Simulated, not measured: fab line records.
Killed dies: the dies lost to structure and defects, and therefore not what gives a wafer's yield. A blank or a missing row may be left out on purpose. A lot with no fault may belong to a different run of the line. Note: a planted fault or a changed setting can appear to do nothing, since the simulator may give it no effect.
What tool caused it? :: flow gf180mcu :: 14 lots, 42 wafers sampled, at 2 steps of a route of 602

WHAT THE GAUGES SHOWED, per wafer
GF_M3_OVL_MEAS_15. Usual: M3_OVL gives 0 nm (standard deviation 5.2).
lot: L529
measured: day 21 07:17
on: overlay-01
M3_OVL (nm): 8 5 5
flag: 

lot: L530
measured: day 21 18:41
on: overlay-01
M3_OVL (nm): 8 3 9
flag: 

lot: L531
measured: day 22 01:47
on: overlay-02
M3_OVL (nm): 0 2 3
flag: 

lot: L532
measured: day 22 10:39
on: overlay-01
M3_OVL (nm): -5 -11 -9
flag: 

lot: L533
measured: day 22 16:53
on: overlay-01
M3_OVL (nm): -7 -4 -5
flag: 

lot: L535
measured: day 23 08:26
on: overlay-01
M3_OVL (nm): 8 5 6
flag: 

lot: L536
measured: day 23 15:29
on: overlay-02
M3_OVL (nm): 4 7 4
flag: 

lot: L537
measured: day 24 00:17
on: overlay-02
M3_OVL (nm): -4 -5 -3
flag: 

lot: L539
measured: day 24 22:26
on: overlay-02
M3_OVL (nm): -3 -2 -1
flag: 

lot: L540
measured: day 25 05:30
on: overlay-01
M3_OVL (nm): 3 4 -3
flag: 

lot: L541
measured: day 25 16:05
on: overlay-01
M3_OVL (nm): -4 2 -5
flag: 

lot: L542
measured: day 25 22:36
on: overlay-01
M3_OVL (nm): 4 8 4
flag: 

lot: L551
measured: day 28 23:36
on: overlay-01
M3_OVL (nm): -8 -6 -3
flag: 

lot: L552
measured: day 29 10:32
on: overlay-01
M3_OVL (nm): -2 4 -4
flag: 

TOOL THAT RAN EACH LOT (tool first, then ch and the chambers of the sampled wafers, then the start)
lot: L529
GF_V2_CMP_04: cmp-02 ch 0,1,2, day 19 04:45

lot: L530
GF_V2_CMP_04: cmp-01 ch 0,1,2, day 19 16:08

lot: L531
GF_V2_CMP_04: cmp-02 ch 1,2,3, day 19 23:04

lot: L532
GF_V2_CMP_04: cmp-02 ch 1,3, day 20 09:17

lot: L533
GF_V2_CMP_04: cmp-01 ch 0,2, day 20 15:26

lot: L535
GF_V2_CMP_04: cmp-02 ch 1,2,3, day 21 08:16

lot: L536
GF_V2_CMP_04: cmp-02 ch 0,1,2, day 21 15:23

lot: L537
GF_V2_CMP_04: cmp-02 ch 0,1,3, day 22 00:35

lot: L539
GF_V2_CMP_04: cmp-02 ch 0,1, day 22 23:11

lot: L540
GF_V2_CMP_04: cmp-01 ch 0,1, day 23 07:08

lot: L541
GF_V2_CMP_04: cmp-01 ch 0,1,2, day 23 19:40

lot: L542
GF_V2_CMP_04: cmp-01 ch 2,3, day 24 01:30

lot: L551
GF_V2_CMP_04: cmp-01 ch 0,2,3, day 27 05:41

lot: L552
GF_V2_CMP_04: cmp-01 ch 0,1,3, day 27 18:05
- GF_V2_CMP_04: polishes SiO2.

WHAT THE TOOLS THEMSELVES READ (means of the sampled wafers that have a number; where no wafer has one, the mark that the record gives instead)
GF_V2_CMP_04. Usual: motorCurrentA 12.2 A, standard deviation 1; timeToEndpointS 81 s, standard deviation 4.8.
lot: L529
tool: cmp-02
motorCurrentA (A): 11.5
timeToEndpointS (s): 77
flag: 

lot: L530
tool: cmp-01
motorCurrentA (A): 12.7
timeToEndpointS (s): 84
flag: 

lot: L531
tool: cmp-02
motorCurrentA (A): 12.2
timeToEndpointS (s): 82
flag: 

lot: L532
tool: cmp-02
motorCurrentA (A): 12.3
timeToEndpointS (s): 79
flag: 

lot: L533
tool: cmp-01
motorCurrentA (A): 12.3
timeToEndpointS (s): 82
flag: 

lot: L535
tool: cmp-02
motorCurrentA (A): 12.2
timeToEndpointS (s): 73
flag: 

lot: L536
tool: cmp-02
motorCurrentA (A): 11.5
timeToEndpointS (s): 74
flag: 

lot: L537
tool: cmp-02
motorCurrentA (A): 12.0
timeToEndpointS (s): 78
flag: 

lot: L539
tool: cmp-02
motorCurrentA (A): 10.9
timeToEndpointS (s): 77
flag: 

lot: L540
tool: cmp-01
motorCurrentA (A): 12.0
timeToEndpointS (s): 87
flag: 

lot: L541
tool: cmp-01
motorCurrentA (A): 12.5
timeToEndpointS (s): 86
flag: 

lot: L542
tool: cmp-01
motorCurrentA (A): 12.4
timeToEndpointS (s): 79
flag: 

lot: L551
tool: cmp-01
motorCurrentA (A): 12.3
timeToEndpointS (s): 47
flag: OFF

lot: L552
tool: cmp-01
motorCurrentA (A): 12.2
timeToEndpointS (s): 41
flag: OFF

THE ANSWER, worked out from the rows above alone
Rule: a lot is off if the mean of its wafers that have a number lies more than 3 standard deviations from the usual mean. A lot without any number at a reading at which 4 lots or more have one is off too. Where the step has rows for the other lots, those lots are counted as sound. Order of review: gauges by route order, followed by the tools' own readings, for which a lot's mean as printed above is used. At the first step where some lot is off, the reading lying furthest off is the one used; lots without a number count as furthest.
Off, at GF_V2_CMP_04 on timeToEndpointS: L551, L552.
If a tool, at that step or one of the process steps before it, ran each lot that is off and ran no sound lot following the first of them, it fits. One candidate fits, namely cmp-01 at GF_V2_CMP_04. A fault onset in the window from L542 (day 24 01:30, its last sound lot) to L551 (day 27 05:41, its first lot off) fits.
On the lots that are off, the tool's own readings at GF_V2_CMP_04 differ by more than 5 times the standard deviation of the sound lots' means, which bears it out; timeToEndpointS reads 44 s there versus 80 s on the sound lots.

WHAT HAD BEEN PUT IN BY THE SIMULATOR
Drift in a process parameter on cmp-01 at GF_V2_CMP_04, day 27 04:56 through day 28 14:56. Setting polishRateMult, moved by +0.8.
Lots struck among those shown: L551, L552. The same result came from the rule above.
